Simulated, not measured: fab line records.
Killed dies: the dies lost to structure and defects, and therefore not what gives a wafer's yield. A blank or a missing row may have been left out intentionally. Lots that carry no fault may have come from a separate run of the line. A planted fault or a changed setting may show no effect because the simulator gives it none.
Chamber matching || flow sky130 || SKY_FIELD_ISO_ETCH_15 on rie-diel-02: 4 sister chambers
The step etches the open film in CHF3/O2, stops on Si, target depth 180 nm, time 72 s. 8 wafers are shown with their chamber, then 11 later ones without.

## WAFERS, EACH WITH ITS CHAMBER
{"wafer": "L082.2", "chamber": 0, "oes-product-au (a.u.)": 0.945, "throttle-valve-pct (%)": 8.833}
{"wafer": "L086.1", "chamber": 3, "oes-product-au (a.u.)": 0.934, "throttle-valve-pct (%)": 8.850}
{"wafer": "L089.1", "chamber": 0, "oes-product-au (a.u.)": 0.952, "throttle-valve-pct (%)": 8.859}
{"wafer": "L089.3", "chamber": 1, "oes-product-au (a.u.)": 0.947, "throttle-valve-pct (%)": 8.839}
{"wafer": "L091.1", "chamber": 2, "oes-product-au (a.u.)": 0.954, "throttle-valve-pct (%)": 8.842}
{"wafer": "L091.3", "chamber": 3, "oes-product-au (a.u.)": 0.954, "throttle-valve-pct (%)": 8.840}
{"wafer": "L091.5", "chamber": 2, "oes-product-au (a.u.)": 0.954, "throttle-valve-pct (%)": 8.855}
{"wafer": "L092.1", "chamber": 1, "oes-product-au (a.u.)": 0.943, "throttle-valve-pct (%)": 8.846}

## WAFERS WITH NO CHAMBER GIVEN
{"wafer": "L092.2", "oes-product-au (a.u.)": 0.948, "throttle-valve-pct (%)": 8.857}
{"wafer": "L092.6", "oes-product-au (a.u.)": 0.948, "throttle-valve-pct (%)": 8.847}
{"wafer": "L094.3", "oes-product-au (a.u.)": 0.942, "throttle-valve-pct (%)": 8.845}
{"wafer": "L094.4", "oes-product-au (a.u.)": 0.936, "throttle-valve-pct (%)": 8.844}
{"wafer": "L094.5", "oes-product-au (a.u.)": 0.942, "throttle-valve-pct (%)": 8.847}
{"wafer": "L095.1", "oes-product-au (a.u.)": 0.945, "throttle-valve-pct (%)": 8.833}
{"wafer": "L095.3", "oes-product-au (a.u.)": 0.948, "throttle-valve-pct (%)": 8.833}
{"wafer": "L095.6", "oes-product-au (a.u.)": 0.954, "throttle-valve-pct (%)": 8.869}
{"wafer": "L097.1", "oes-product-au (a.u.)": 0.948, "throttle-valve-pct (%)": 8.843}
{"wafer": "L097.4", "oes-product-au (a.u.)": 0.942, "throttle-valve-pct (%)": 8.840}
{"wafer": "L097.5", "oes-product-au (a.u.)": 0.948, "throttle-valve-pct (%)": 8.852}

## WHICH CHAMBER EACH ONE RAN IN
{"wafer": "L092.2", "from the rows above": "can't be placed: 0 or 2 or 3 or 1", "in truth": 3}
{"wafer": "L092.6", "from the rows above": "can't be placed: 0 or 3 or 1 or 2", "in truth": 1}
{"wafer": "L094.3", "from the rows above": "can't be placed: 3 or 1 or 0 or 2", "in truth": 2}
{"wafer": "L094.4", "from the rows above": "can't be placed: 3 or 1 or 0 or 2", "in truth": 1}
{"wafer": "L094.5", "from the rows above": "can't be placed: 3 or 1 or 0 or 2", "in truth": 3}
{"wafer": "L095.1", "from the rows above": "can't be placed: 1 or 3 or 0 or 2", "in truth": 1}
{"wafer": "L095.3", "from the rows above": "can't be placed: 1 or 0 or 3 or 2", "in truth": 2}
{"wafer": "L095.6", "from the rows above": "can't be placed: 2 or 0 or 3 or 1", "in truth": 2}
{"wafer": "L097.1", "from the rows above": "can't be placed: 0 or 1 or 3 or 2", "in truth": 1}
{"wafer": "L097.4", "from the rows above": "can't be placed: 1 or 3 or 0 or 2", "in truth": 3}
{"wafer": "L097.5", "from the rows above": "can't be placed: 0 or 3 or 2 or 1", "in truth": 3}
Placed correctly: 0 of 11. These rows do not allow placing 11 (true chamber among the candidates in 11). Number placed wrongly: 0.
How it was worked out, from the rows above alone: a wafer's distance from a chamber is the root of the sum, over the readings, of the square of ((its reading less the chamber's mean) divided by the reading's scatter). If the next closest chamber is less than 2 further off than the closest, the wafer can't be placed; otherwise it belongs to the closest. The mean given for a chamber averages the wafers shown for that chamber. The scatter: the root of (the sum of the squares of (reading less its chamber's mean) over the shown wafers, divided by (wafers less chambers)).
